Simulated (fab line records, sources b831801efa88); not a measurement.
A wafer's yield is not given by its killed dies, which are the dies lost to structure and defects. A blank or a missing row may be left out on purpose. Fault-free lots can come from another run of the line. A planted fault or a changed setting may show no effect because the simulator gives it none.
Which of the tools did it? | flow sky130 | 6 lots, 18 wafers sampled, at 3 steps of a route of 708

## WHAT EACH GAUGE READ, for each wafer
SKY_RES_PROTECT_TW_MEAS_08.
lot  | measured     | on            | POLY_GATE_TW
L377 | day 16 09:48 | film-metro-03 | 4037 4051 4050
L379 | day 16 10:38 | film-metro-03 | 4057 4059 4085
L382 | day 18 10:47 | film-metro-01 | 4070 4097 4106
L390 | day 20 23:41 | film-metro-03 | 30 30 30
L395 | day 22 10:34 | film-metro-01 | 4120 4123 4108
L398 | day 23 14:16 | film-metro-03 | 4058 4053 4056

## TOOL THAT RAN EACH LOT (tool first, then ch and the chambers of the sampled wafers, then the start)
lot  | SKY_GATE_OXIDE_STRIP_13              | SKY_RES_PROTECT_DEVELOP_06
L377 | plasma-asher-04 ch 0,1, day 15 03:21 | litho-track-01 ch 0, day 16 09:26
L379 | plasma-asher-02 ch 0,1, day 15 03:53 | litho-track-04 ch 0, day 16 10:16
L382 | plasma-asher-02 ch 0,1, day 17 00:40 | litho-track-01 ch 0, day 18 10:23
L390 | plasma-asher-04 ch 0,1, day 19 04:17 | litho-track-01 ch 0, day 20 23:17
L395 | plasma-asher-04 ch 0,1, day 21 00:21 | litho-track-03 ch 0, day 22 10:10
L398 | plasma-asher-03 ch 0,1, day 22 05:16 | litho-track-03 ch 0, day 23 13:53
- SKY_GATE_OXIDE_STRIP_13: strips in O2/N2.
- SKY_RES_PROTECT_DEVELOP_06: develop time 60 s.

## THE ANSWER, worked out from the rows above alone
Rule: the lots themselves supply what counts as usual. The widest of any qualifying gaps counts: lots, ordered by their means at a reading, are off when they make up no more than a third of the lots, leave a main group of 4 or more, and stand apart from it by 3 or more times the standard deviation of that group's means. The tables above print the reading to a certain number of digits; a main group whose means all agree to those digits is not used. Also off: a lot with no number at a reading for which 4 or more lots have one. Any other lot the step has rows for is counted as sound.
Off: L390, at SKY_RES_PROTECT_TW_MEAS_08 (POLY_GATE_TW). Main group: mean 4075, sd 26.
A tool fits if, at a process step before that reading, it ran every lot that is off, and no sound lot after the first of them. Gauges at SKY_RES_PROTECT_TW_MEAS_08: tried the same way as those tools. One candidate fits, namely litho-track-01 at SKY_RES_PROTECT_DEVELOP_06. Its last sound lot is L382 (day 18 10:23), its first lot that is off L390 (day 20 23:17): a fault that began between those two fits.

## WHAT THE SIMULATOR PUT IN
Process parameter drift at SKY_RES_PROTECT_DEVELOP_06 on litho-track-01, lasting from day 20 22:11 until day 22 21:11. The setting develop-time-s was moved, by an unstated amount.
Shown lots that were struck: L390. The rule above found the same.
